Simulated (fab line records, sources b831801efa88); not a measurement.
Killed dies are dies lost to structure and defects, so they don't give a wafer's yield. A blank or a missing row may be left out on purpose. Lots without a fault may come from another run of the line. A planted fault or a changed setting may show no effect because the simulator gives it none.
A struck lot beside a sound one | flow gf180mcu | 15 steps out of a route of 602
Sound: wafers L273.1, L273.4, L273.6. Struck: wafers L274.1, L274.2, L274.3. The cause comes at the end.
At each step with rows: each side's tool, then ch and its chambers, then its first start. Under that, the readings that differ: sound wafers | struck wafers | difference of the means | sigmas: that difference in standard deviations of wafers without a fault.
alike: readings whose means differ by less than 2 such deviations, and words and numbers that are the same on both sides. not compared: withheld readings, readings that some wafer has no value for, bounds like >300 that may hide the same value, and numbers for which the record gives no deviation and whose values overlap.
The two part at a step that has a row with sigmas, a row that says differs or no value, or rows on one side only. Numbers that don't overlap but have no deviation are shown without sigmas and don't part them. A reading that every wafer of one side lacks parts them only if that side has two wafers or more.

first, 3 steps without rows for these wafers: GF_NWELL_EXPOSE_04 (exposes mask Nwell, target cd 860 nm); GF_NWELL_PEB_05; GF_NWELL_DEVELOP_06 (develop time 60 s).
GF_NWELL_OVL_MEAS_07:
  sound on overlay-02, day 5 16:08; struck on overlay-01, day 5 20:00
  reading        | sound         | struck         | difference | sigmas
  NWELL_OVL (nm) | 0.0 -0.7 -0.9 | -3.2 -2.0 -2.6 | -2.1       | -2
then, 2 steps without rows for these wafers: GF_NWELL_IMPLANT_08; GF_NWELL_IMPLANT_09.
GF_NWELL_STRIP_10: strips in O2/N2.
  sound on plasma_asher-03 ch 0,1, day 5 16:28; struck on plasma_asher-02 ch 0,1, day 5 20:20
  reading                      | sound             | struck            | difference | sigmas
  strip_time_to_endpoint_s (s) | 37.03 37.03 37.02 | 36.85 36.84 36.78 | -0.20      | -2
  alike: drypump_motor_current_A, heater_power_w, oes_product_au
  not compared: rf_hours_counter_h
GF_NWELL_TW_MEAS_11:
  sound on film_metro-01, day 5 16:34; struck on film_metro-02, day 5 20:26
  reading  | sound          | struck         | difference | sigmas
  NWELL_TW | 1584 1597 1591 | 1545 1536 1537 | -51        | -2
then, 4 steps without rows for these wafers: GF_LVPWELL_DEHYDRATE_00 (time 60 s); GF_LVPWELL_HMDS_01 (prime time 60 s); GF_LVPWELL_COAT_02 (resist thk 3000 nm); GF_LVPWELL_SOFTBAKE_03.
GF_LVPWELL_EXPOSE_04: exposes mask LVPWELL, target cd 600 nm.
  sound on iline_stepper-02 ch 0, day 5 23:49; struck on iline_stepper-01 ch 0, day 6 04:04
  reading | sound                         | struck                                 | difference | sigmas
  mask    | LVPWELL#0 LVPWELL#0 LVPWELL#0 | LVPWELL_R1#0 LVPWELL_R1#0 LVPWELL_R1#0 | differs    |
  alike: exposure_dose_mJ_cm2
then, 1 step without rows for these wafers: GF_LVPWELL_PEB_05.
-- the record jumps here: 26 days lie between the struck wafers' starts before and after (it left off in module LVPWELL and takes up again in module PASSIVATION, whose first step shown is number 602 of the route) --
GF_PASSIVATION_PROBE_99:
  sound on prober-02, day 31 23:21; struck on prober-01, day 32 05:32
  reading                                   | sound           | struck            | difference | sigmas
  model.etest.pwell_in_dnwell.line_ohm_um   | 3982 3898 3813  | 4073 4200 4048    | +209       |
  model.etest.pwell_in_dnwell.width_nm (nm) | 601.1 602.9 602 | 563.6 564.8 565.4 | -37.4      |
  model.etest.nwell.width_nm (nm)           | 858.5 858.7 861 | 888.5 890.7 886.9 | +29.3      |

WHERE THEY PART
First at GF_NWELL_OVL_MEAS_07; last, within this record, at GF_LVPWELL_EXPOSE_04.

WHY: what the simulator had put in
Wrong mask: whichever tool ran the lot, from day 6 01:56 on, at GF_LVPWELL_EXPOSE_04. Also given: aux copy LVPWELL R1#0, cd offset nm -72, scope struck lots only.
